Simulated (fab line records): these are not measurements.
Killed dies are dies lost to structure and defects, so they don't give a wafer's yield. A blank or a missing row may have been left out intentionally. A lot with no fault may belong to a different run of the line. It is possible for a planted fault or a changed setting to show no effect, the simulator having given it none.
What tool caused it? / flow gf180mcu / Sampling: 7 lots, 21 wafers, 3 of 602 route steps

WHAT THE GAUGES SHOWED, per wafer
GF_M2_CD_MEAS_14 targets a cd of 280 nm.
lot=L141; measured=day 19 18:49; on=cd-sem-02; cd-nm (nm)=280.2 280.0 277.7
lot=L144; measured=day 20 16:51; on=cd-sem-01; cd-nm (nm)=279.7 281.0 280.2
lot=L147; measured=day 21 16:34; on=cd-sem-02; cd-nm (nm)=281.1 281.5 279.7
lot=L153; measured=day 24 04:51; on=cd-sem-01; cd-nm (nm)=276.5 277.1 277.5
lot=L158; measured=day 26 19:17; on=cd-sem-01; cd-nm (nm)=279.4 277.5 279.6
lot=L161; measured=day 27 08:58; on=cd-sem-01; cd-nm (nm)=279.9 281.1 279.6
lot=L160; measured=day 27 11:11; on=cd-sem-01; cd-nm (nm)=280.9 281.1 281.3

WHAT TOOL EACH LOT RAN ON (gives the tool, then ch and the chambers of the sampled wafers, and finally the start)
lot=L141; GF_M2_SPUTTER_00=pvd-sputter-03, day 18 18:37; GF_M2_SPUTTER_02=pvd-sputter-03, day 18 18:45
lot=L144; GF_M2_SPUTTER_00=pvd-sputter-04, day 19 17:23; GF_M2_SPUTTER_02=pvd-sputter-04, day 19 17:31
lot=L147; GF_M2_SPUTTER_00=pvd-sputter-04, day 20 16:22; GF_M2_SPUTTER_02=pvd-sputter-04, day 20 16:29
lot=L153; GF_M2_SPUTTER_00=pvd-sputter-04, day 23 05:53; GF_M2_SPUTTER_02=pvd-sputter-04, day 23 06:01
lot=L158; GF_M2_SPUTTER_00=pvd-sputter-04, day 25 22:17; GF_M2_SPUTTER_02=pvd-sputter-04, day 25 22:25
lot=L161; GF_M2_SPUTTER_00=pvd-sputter-04, day 26 11:59; GF_M2_SPUTTER_02=pvd-sputter-04, day 26 12:07
lot=L160; GF_M2_SPUTTER_00=pvd-sputter-01, day 26 14:23; GF_M2_SPUTTER_02=pvd-sputter-01, day 26 14:31
- GF_M2_SPUTTER_00: material Ti, target thk 37.5 nm, time 150 s.
- GF_M2_SPUTTER_02: material AlCu, target thk 450 nm, time 23.9 s.

THE ANSWER, worked out from the rows above alone
Rule: the lots themselves supply what counts as usual. Put in order of their means at a reading, lots are off if they are a third of the lots or fewer, leave a main group of 4 or more, and stand apart from it by a gap of 3 or more times the standard deviation of the main group's means; of several such gaps the widest counts. Not used: any main group whose means are identical at the precision the tables above print for the reading. A lot without any number at a reading at which 4 lots or more have one is off too. All remaining lots with rows at the step are treated as sound.
No lot is off on any of the readings shown, so nothing can be concluded from this.

WHAT HAD BEEN PUT IN BY THE SIMULATOR
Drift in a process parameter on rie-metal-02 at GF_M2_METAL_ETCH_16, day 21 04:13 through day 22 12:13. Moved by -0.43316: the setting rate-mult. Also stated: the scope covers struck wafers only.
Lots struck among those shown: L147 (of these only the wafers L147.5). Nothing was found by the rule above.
